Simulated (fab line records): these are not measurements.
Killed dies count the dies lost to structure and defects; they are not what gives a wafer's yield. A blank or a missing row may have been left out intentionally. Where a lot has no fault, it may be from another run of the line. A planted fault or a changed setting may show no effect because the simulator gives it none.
Struck lot and sound lot, side by side + flow gf180mcu + 14 out of 602 route steps
Sound: the wafers L793.1, L793.4, L793.5. The struck wafers were L779.1, L779.3, L779.6. At the end, the cause is stated.
For every step that has rows: the tool of each side, followed by ch and its chambers, followed by its first start. Under that, the readings that differ: sound wafers + struck wafers + difference of the means + sigmas: that difference in standard deviations of wafers without a fault.
alike: same words and numbers on both sides, and readings whose means sit less than 2 such deviations apart. not compared: any withheld reading, any reading some wafer has no value for, any bound like >300 that may hide the same value, and any number with overlapping values for which the record gives no deviation.
Wherever a step has rows on one side only, a row that says differs or no value, or a row with sigmas, the two part there. Numbers that don't overlap but have no deviation are shown without sigmas and don't part them. A reading that every wafer of one side lacks parts them only if that side has two wafers or more.

first, 1 step without rows for these wafers: GF_PSD_CLEAN_12 (cleans in SC1/SC2, time 150 s).
GF_PSD_RTA_13: time 20 s.
  sound on rtp anneal-01 ch 0, day 20 21:49; struck on rtp anneal-01 ch 0, day 16 02:41
  alike: lamp power pct, wafer_temp_C_max
GF_PSD_RS_MEAS_14: measurement is done with a four-point probe.
  struck on film metro-04, day 16 02:46; sound on film metro-04, day 20 21:54
  alike: NSD_RS
GF_PSD_RS_MEAS_15: measurement is done with a four-point probe.
  struck on film metro-04, day 16 02:53; sound on film metro-04, day 20 22:01
  alike: PSD_RS
GF_SAB_CVD_00: deposits SiO2 from TEOS, target thk 50 nm, time 4.9302 s.
  sound on pecvd-02 ch 0,1, day 20 22:08; struck on pecvd-02 ch 1,2, day 16 03:01
  alike: heater power w
GF_SAB_THK_MEAS_01:
  struck on film metro-03, day 16 03:02; sound on film metro-03, day 20 22:10
  alike: SAB_CVD_00_THK
then, 6 steps without rows for these wafers: GF_SAB_DEHYDRATE_02 (time 60 s); GF_SAB_HMDS_03 (prime time 60 s); GF_SAB_COAT_04 (resist thk 1000 nm); GF_SAB_SOFTBAKE_05 (time 60 s); GF_SAB_EXPOSE_06 (exposes mask SAB, target cd 420 nm); GF_SAB_PEB_07.
GF_SAB_DEVELOP_08: develop time 60 s.
  sound on litho track-02 ch 0, day 21 21:46; struck on litho track-04, day 17 01:38
  no value came back on the struck wafers for chill plate temp C (C), develop time s (s); on the sound wafers chill plate temp C (C) reads 22.85 22.87 22.87
GF_SAB_CD_MEAS_09 targets a cd of 420 nm.
  struck on cd sem-01, day 17 01:47; sound on cd sem-01, day 21 21:55
| reading    | sound             | struck | difference                    | sigmas |
|------------|-------------------|--------|-------------------------------|--------|
| cd nm (nm) | 419.9 419.4 418.1 | - - -  | no value on the struck wafers |        |

== WHERE THEY PART ==
Last at GF_SAB_CD_MEAS_09 as far as this record goes, first at GF_SAB_DEVELOP_08.

WHY: what had been put in by the simulator
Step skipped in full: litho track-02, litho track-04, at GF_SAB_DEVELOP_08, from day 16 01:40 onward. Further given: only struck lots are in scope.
